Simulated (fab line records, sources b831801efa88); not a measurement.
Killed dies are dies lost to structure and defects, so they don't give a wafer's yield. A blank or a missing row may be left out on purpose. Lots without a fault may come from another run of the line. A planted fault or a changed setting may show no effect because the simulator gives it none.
fab line records | flow gf180mcu
record lots=10 wafers=30 last_day=34
route steps=602 shown DNWELL@34 NWELL@53 LVPWELL@65 MVSD@77 VT_IMPLANT@99 HV_LDD@187
lots that met no fault: from a run of the same line without faults
start_h: hours from the record's first day to the start of the lot's first wafer shown | wait_h: hours since the lot's step before | " the same as in the row above | L1.1+2: a row that stands for several wafers | - no value, or no start given | * or withheld: withheld | < > ~ a bound
route shown NAME@n: a module of which the file shows steps, and the number in the route of the first | usual: mean/standard deviation of fault-free wafers | same: alike in all rows | chamber/n: place in a boat | sites: the reading at each site | _std_site: their standard deviation | _edge_site: outer sites' mean less inner sites' | radius_mm: how far each site lies from the wafer's centre | mask NAME#n: copy n | behind: the tool/chamber that last shaped the wafer | hold: why the lot was held/for how many hours/how that ended | device: the transistor (n, p or np) that didn't switch | end of line: the same wafers' tests at the end of the route | a step without rows: its recipe alone | killed: dies lost to structure and defects at the first sort, not the wafer's yield | map: a wafer's dies, x killed, . not, _ none there
set.NAME: the setting as run; set.NAME@STEP: as run at that earlier step | model.NAME: the simulator's own value behind a step, which no gauge read
steps of the route over a sample of lots; a table a step, a row a wafer
services: from which hour (start_h, from the record's first day; less than 0 if before it) a tool's chamber was out of use, for how many hours, and why
## steps
# step GF_DNWELL_COAT_02
# recipe spin_rpm=2000 resist_thk_nm=3000
# columns lot.wafer tool chamber start_h wait_h
L787.2+4+6 litho_track-04 0 36.02 0.1
L788.2+4+5 litho_track-02 0 42.00 0.1
L790.1+3+5 litho_track-02 0 52.38 0.1
L791.2+5+6 litho_track-01 0 59.18 0.1
L793.3+5+6 litho_track-01 0 67.45 0.1
L798.2+3+4 litho_track-01 0 92.98 0.1
L807.3+5+6 litho_track-02 0 140.03 0.1
L808.1+2+3 litho_track-02 0 151.23 0.1
L809.1+2+3 litho_track-01 0 152.65 0.1
L810.1+5+6 litho_track-01 0 157.70 0.1
# step GF_DNWELL_STRIP_08
# recipe chemistry=O2/N2 power_w=1400 pressure_mtorr=1500 platen_temp_c=250 o2_flow_sccm=3000 n2_flow_sccm=300 overash_fraction=0.5
# usual drypump_motor_current_A=5.6/0.37 heater_power_w=344/20 oes_product_au=0.722/0.0044 strip_time_to_endpoint_s=36.93/0.095
# same overash_fraction=0.5
# columns lot.wafer tool chamber start_h wait_h drypump_motor_current_A heater_power_w oes_product_au rf_hours_counter_h strip_time_to_endpoint_s
L787.2 plasma_asher-02 0 43.00 0.1 6.0 352 0.720 38 36.81
L787.4 " 1 " " 5.1 332 0.723 - 36.77
L787.6 " 1 " " 5.1 343 0.723 - 36.80
L788.2 plasma_asher-01 1 48.40 0.1 5.9 323 0.712 39 36.91
L788.4 " 1 " " 5.9 336 0.717 - 36.90
L788.5 " 1 " " 5.9 330 0.724 - 36.95
L790.1 plasma_asher-03 1 58.75 0.1 5.9 388 0.722 41 36.92
L790.3 " 1 " " 5.9 392 0.734 - 36.91
L790.5 " 0 " " 5.5 327 0.720 - 36.92
L791.2 plasma_asher-02 0 66.38 0.1 6.0 361 0.727 40 36.89
L791.5 " 0 " " 5.9 354 0.719 - 37.02
L791.6 " 1 " " 5.1 333 0.722 - 36.92
L793.3 plasma_asher-02 1 74.63 0.1 5.1 341 0.718 - 17.70
L793.5 " 0 " " 5.9 355 0.721 - 17.69
L793.6 " 1 " " 5.1 340 0.711 - 17.68
L798.2 plasma_asher-02 1 100.68 0.1 5.1 340 0.720 44 17.77
L798.3 " 0 " " 5.9 362 0.715 - 17.77
L798.4 " 1 " " 5.1 353 0.720 - 17.75
L807.3 plasma_asher-02 0 148.38 0.1 5.9 346 0.722 - 36.99
L807.5 " 0 " " 6.0 347 0.723 - 36.92
L807.6 " 1 " " 5.1 341 0.715 - 37.00
L808.1 plasma_asher-02 0 159.50 0.1 6.0 344 0.723 50 37.25
L808.2 " 1 " " 5.0 348 0.728 50 37.08
L808.3 " 0 " " 5.9 355 0.714 - 37.11
L809.1 plasma_asher-03 1 160.70 0.1 5.9 374 0.723 5 37.00
L809.2 " 0 " " 5.5 323 0.723 5 37.00
L809.3 " 1 " " 5.9 382 0.722 - 36.94
L810.1 plasma_asher-02 1 165.75 0.1 5.1 339 0.725 51 36.96
L810.5 " 0 " " 5.9 348 0.723 - 36.89
L810.6 " 1 " " 5.1 348 0.723 - 36.92
# step GF_NWELL_TW_MEAS_11
# usual NWELL_TW=1572/17
# columns lot.wafer tool chamber start_h wait_h NWELL_TW
L787.2 film_metro-03 - 55.87 0.1 1566
L787.4 " - " " 1556
L787.6 " - " " 1563
L788.2 film_metro-02 - 61.25 0.1 1550
L788.4 " - " " 1553
L788.5 " - " " 1553
L790.1 film_metro-01 - 72.01 0.1 1592
L790.3 " - " " 1586
L790.5 " - " " 1587
L791.2 film_metro-03 - 79.95 0.1 1551
L791.5 " - " " 1555
L791.6 " - " " 1558
L793.3 film_metro-02 - 88.62 0.1 1915
L793.5 " - " " 1902
L793.6 " - " " 1910
L798.2 film_metro-01 - 119.66 0.1 1959
L798.3 " - " " 1951
L798.4 " - " " 1960
L807.3 film_metro-01 - 164.07 0.1 1587
L807.5 " - " " 1581
L807.6 " - " " 1583
L808.1 film_metro-01 - 176.45 0.1 1587
L808.2 " - " " 1588
L808.3 " - " " 1587
L809.1 film_metro-01 - 177.06 0.1 1573
L809.2 " - " " 1589
L809.3 " - " " 1588
L810.1 film_metro-02 - 182.66 0.1 1550
L810.5 " - " " 1556
L810.6 " - " " 1548
# step GF_LVPWELL_TW_MEAS_11
# usual LVPWELL_TW=557/5.9
# columns lot.wafer tool chamber start_h wait_h LVPWELL_TW
L787.2 film_metro-01 - 69.35 0.1 562
L787.4 " - " " 563
L787.6 " - " " 567
L788.2 film_metro-03 - 75.25 0.1 552
L788.4 " - " " 553
L788.5 " - " " 555
L790.1 film_metro-02 - 86.35 0.1 553
L790.3 " - " " 553
L790.5 " - " " 552
L791.2 film_metro-03 - 93.89 0.1 552
L791.5 " - " " 554
L791.6 " - " " 550
L793.3 film_metro-03 - 102.77 0.1 1524
L793.5 " - " " 1520
L793.6 " - " " 1528
L798.2 film_metro-01 - 134.66 0.1 1548
L798.3 " - " " 1549
L798.4 " - " " 1546
L807.3 film_metro-02 - 180.41 0.1 551
L807.5 " - " " 554
L807.6 " - " " 554
L808.1 film_metro-01 - 193.54 0.1 562
L808.2 " - " " 563
L808.3 " - " " 566
L809.1 film_metro-01 - 194.54 0.1 566
L809.2 " - " " 567
L809.3 " - " " 568
L810.1 film_metro-02 - 200.33 0.1 553
L810.5 " - " " 555
L810.6 " - " " 553
# step GF_MVSD_TW_MEAS_11
# usual MVSD_TW=1587/17
# columns lot.wafer tool chamber start_h wait_h MVSD_TW
L787.2 film_metro-02 - 83.12 0.1 1579
L787.4 " - " " 1570
L787.6 " - " " 1569
L788.2 film_metro-03 - 88.97 0.1 1563
L788.4 " - " " 1576
L788.5 " - " " 1568
L790.1 film_metro-02 - 100.85 0.1 1564
L790.3 " - " " 1564
L790.5 " - " " 1567
L791.2 film_metro-02 - 108.52 0.1 1560
L791.5 " - " " 1565
L791.6 " - " " 1559
L793.3 film_metro-01 - 119.97 0.1 1973
L793.5 " - " " 1956
L793.6 " - " " 1951
L798.2 film_metro-01 - 150.36 0.1 1963
L798.3 " - " " 1958
L798.4 " - " " 1961
L807.3 film_metro-01 - 197.70 0.1 1603
L807.5 " - " " 1591
L807.6 " - " " 1608
L808.1 film_metro-02 - 210.98 0.1 1574
L808.2 " - " " 1588
L808.3 " - " " 1579
L809.1 film_metro-02 - 212.28 0.1 1566
L809.2 " - " " 1571
L809.3 " - " " 1571
L810.1 film_metro-01 - 218.41 0.1 1593
L810.5 " - " " 1594
L810.6 " - " " 1607
# step GF_VT_IMPLANT_STRIP_09
# recipe chemistry=O2/N2 power_w=1400 pressure_mtorr=1500 platen_temp_c=250 o2_flow_sccm=3000 n2_flow_sccm=300 overash_fraction=0.5
# usual drypump_motor_current_A=5.56/0.24 heater_power_w=332/20 oes_product_au=0.716/0.0048 strip_time_to_endpoint_s=12.62/0.036
# same overash_fraction=0.5
# columns lot.wafer tool chamber start_h wait_h drypump_motor_current_A heater_power_w oes_product_au rf_hours_counter_h strip_time_to_endpoint_s
L787.2 plasma_asher-04 1 111.11 0.1 5.46 336 0.716 32 12.59
L787.4 " 0 " " 5.38 311 0.710 - 12.59
L787.6 " 0 " " 5.38 322 0.711 - 12.59
L788.2 plasma_asher-04 0 117.91 0.1 5.39 304 0.720 33 12.57
L788.4 " 1 " " 5.43 334 0.719 - 12.63
L788.5 " 1 " " 5.41 332 0.721 - 12.58
L790.1 plasma_asher-04 0 131.69 0.1 5.38 317 0.719 34 12.64
L790.3 " 0 " " 5.39 324 0.720 - 12.63
L790.5 " 0 " " 5.39 310 0.716 - 12.63
L791.2 plasma_asher-01 1 136.10 0.1 5.91 323 0.720 48 12.62
L791.5 " 1 " " 5.90 323 0.721 - 12.63
L791.6 " 0 " " 5.24 315 0.720 - 12.63
L793.3 plasma_asher-01 1 150.07 0.1 5.92 330 0.712 - 12.65
L793.5 " 1 " " 5.92 337 0.709 - 12.64
L793.6 " 0 " " 5.25 319 0.712 - 12.61
L798.2 plasma_asher-03 0 182.59 0.1 5.55 321 0.715 7 12.63
L798.3 " 1 " " 5.86 376 0.722 - 12.61
L798.4 " 0 " " 5.52 327 0.716 - 12.66
L807.3 plasma_asher-03 0 233.07 0.1 5.52 326 0.716 - 12.65
L807.5 " 0 " " 5.52 322 0.717 - 12.67
L807.6 " 1 " " 5.88 374 0.719 - 12.68
L808.1 plasma_asher-04 0 248.07 0.1 5.37 309 0.718 45 12.57
L808.2 " 1 " " 5.38 335 0.719 45 12.54
L808.3 " 1 " " 5.42 336 0.715 - 12.58
L809.1 plasma_asher-03 0 249.46 0.1 5.52 331 0.721 14 12.62
L809.2 " 1 " " 5.91 370 0.720 14 12.59
L809.3 " 0 " " 5.52 326 0.711 - 12.57
L810.1 plasma_asher-04 1 253.85 0.1 5.42 330 0.712 46 12.60
L810.5 " 0 " " 5.37 317 0.726 - 12.63
L810.6 " 1 " " 5.43 331 0.714 - 12.64
# step GF_HV_LDD_TW_MEAS_11
# usual HV_LDD_TW=2401/20
# columns lot.wafer tool chamber start_h wait_h HV_LDD_TW
L787.2 film_metro-02 - 211.64 0.1 2378
L787.4 " - " " 2395
L787.6 " - " " 2391
L788.2 film_metro-02 - 222.21 0.1 2389
L788.4 " - " " 2386
L788.5 " - " " 2392
L790.1 film_metro-02 - 237.80 0.1 2385
L790.3 " - " " 2396
L790.5 " - " " 2375
L791.2 film_metro-03 - 244.66 0.1 2398
L791.5 " - " " 2393
L791.6 " - " " 2391
L793.3 film_metro-03 - 267.10 0.1 2398
L793.5 " - " " 2401
L793.6 " - " " 2406
L798.2 film_metro-02 - 299.86 0.1 2371
L798.3 " - " " 2376
L798.4 " - " " 2371
L807.3 film_metro-03 - 364.22 0.1 2397
L807.5 " - " " 2423
L807.6 " - " " 2402
L808.1 film_metro-01 - 379.20 0.1 2427
L808.2 " - " " 2441
L808.3 " - " " 2437
L809.1 film_metro-01 - 383.00 0.1 2419
L809.2 " - " " 2433
L809.3 " - " " 2425
L810.1 film_metro-03 - 391.98 0.1 2395
L810.5 " - " " 2404
L810.6 " - " " 2400
# step GF_HV_LDD_ETCHBACK_58
# recipe chemistry=CH3F/O2 target=Si3N4 stop_on=SiO2 source_w=400 bias_w=80 pressure_mtorr=25 ch3f_flow_sccm=40 O2_flow_sccm=30 time_s=100 target_depth_a=900
# usual drypump_motor_current_A=5.5/0.47 oes_product_au=0.841/0.0062 throttle_valve_pct=10.562/0.0093
# columns lot.wafer tool chamber start_h wait_h drypump_motor_current_A oes_product_au rf_hours_counter_h throttle_valve_pct
L787.2 rie_diel-01 0 271.68 0.0 4.9 0.852 78 10.576
L787.4 " 2 " " 5.8 0.848 - 10.570
L787.6 " 0 " " 4.9 0.845 - 10.547
L788.2 rie_diel-04 2 281.57 0.0 6.0 0.832 84 10.566
L788.4 " 1 " " 5.9 0.837 4 10.551
L788.5 " 3 " " 5.1 0.830 - 10.561
L790.1 rie_diel-02 3 299.14 0.1 5.4 0.841 1 10.546
L790.3 " 1 " " 5.9 0.845 106 10.561
L790.5 " 1 " " 5.9 0.845 - 10.573
L791.2 rie_diel-01 2 305.62 0.0 5.8 0.835 126 10.567
L791.5 " 1 " " 6.2 0.839 - 10.558
L791.6 " 0 " " 4.9 0.853 - 10.566
L793.3 rie_diel-02 2 331.48 0.0 4.8 0.835 35 10.544
L793.5 " 3 " " 5.4 0.843 - 10.564
L793.6 " 2 " " 4.8 0.848 - 10.562
L798.2 rie_diel-01 2 366.92 0.0 5.8 0.843 0 10.554
L798.3 " 1 " " 6.2 0.847 64 10.555
L798.4 " 3 " " 5.7 0.832 26 10.560
L807.3 rie_diel-04 3 438.91 0.0 5.1 0.831 75 10.541
L807.5 " 0 " " 5.6 0.844 - 10.570
L807.6 " 1 " " 5.9 0.841 - 10.554
L808.1 rie_diel-02 0 454.94 0.1 5.1 0.839 0 10.573
L808.2 " 2 " " 4.8 0.838 39 10.572
L808.3 " 3 " " 5.4 0.826 6 10.573
L809.1 rie_diel-01 0 458.22 0.1 4.9 0.838 83 10.565
L809.2 " 3 " " 5.7 0.839 28 10.554
L809.3 " 2 " " 5.8 0.838 3 10.556
L810.1 rie_diel-02 2 466.72 0.1 4.8 0.853 39 10.559
L810.5 " 0 " " 5.1 0.852 - 10.573
L810.6 " 2 " " 4.8 0.855 - 10.564
## services
# columns tool chamber start_h hours kind
plasma_asher-02 - 53.24 2.8 pm
rie_diel-01 1 63.73 10.8 repair
rie_diel-01 2 70.93 7.0 repair
rie_diel-01 2 86.77 4.4 repair
plasma_asher-03 - 95.90 5.1 repair
plasma_asher-01 - 101.53 3.5 repair
rie_diel-02 2 103.14 6.7 repair
plasma_asher-03 - 108.75 9.0 pm
rie_diel-02 - 161.53 2.8 pm
plasma_asher-04 - 191.48 7.8 repair
rie_diel-01 1 239.36 27.1 repair
rie_diel-01 3 269.09 9.0 repair
rie_diel-02 1 292.18 1.7 repair
plasma_asher-03 - 341.48 0.4 repair
plasma_asher-02 - 354.33 14.6 pm
rie_diel-01 3 381.60 7.2 repair
plasma_asher-02 - 381.77 5.9 repair
plasma_asher-02 - 385.60 1.0 repair
plasma_asher-02 - 415.64 1.5 repair
rie_diel-02 2 437.04 6.2 repair
rie_diel-02 1 449.99 3.8 repair
plasma_asher-03 - 453.67 1.8 repair
plasma_asher-03 - 459.65 2.8 pm
rie_diel-02 0 461.86 3.9 repair
## key
first_sign step=GF_DNWELL_STRIP_08 reading=strip_time_to_endpoint_s direction=down sigmas=99+ usual=* struck=*
effect step=GF_NWELL_TW_MEAS_11 reading=NWELL_TW direction=up sigmas=21 usual=1572 struck=1933
effect step=GF_LVPWELL_TW_MEAS_11 reading=LVPWELL_TW direction=up sigmas=99+ usual=557 struck=1536
effect step=GF_MVSD_TW_MEAS_11 reading=MVSD_TW direction=up sigmas=22 usual=1587 struck=1961
met_at GF_DNWELL_COAT_02
struck_lots L793,L798
tester_left_out L793,L798
not_acting_at GF_VT_IMPLANT_STRIP_09,GF_HV_LDD_TW_MEAS_11,GF_HV_LDD_ETCHBACK_58
onset_between 59.18 67.45
fault kind=process_parameter_drift tool=litho_track-01 chamber=- onset_h=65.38 steps=GF_DNWELL_COAT_02 channel=resist_thk_nm offset=* shape=step end_h=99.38 acts_in=* stated=*
# tester_left_out: of these lots the tester's yield and bins aren't shown, on N5 and GAA mostly nor the transistor test; their killed dies are dies lost to structure and defects alone, not to doping, threshold or leakage, so they don't give the yield
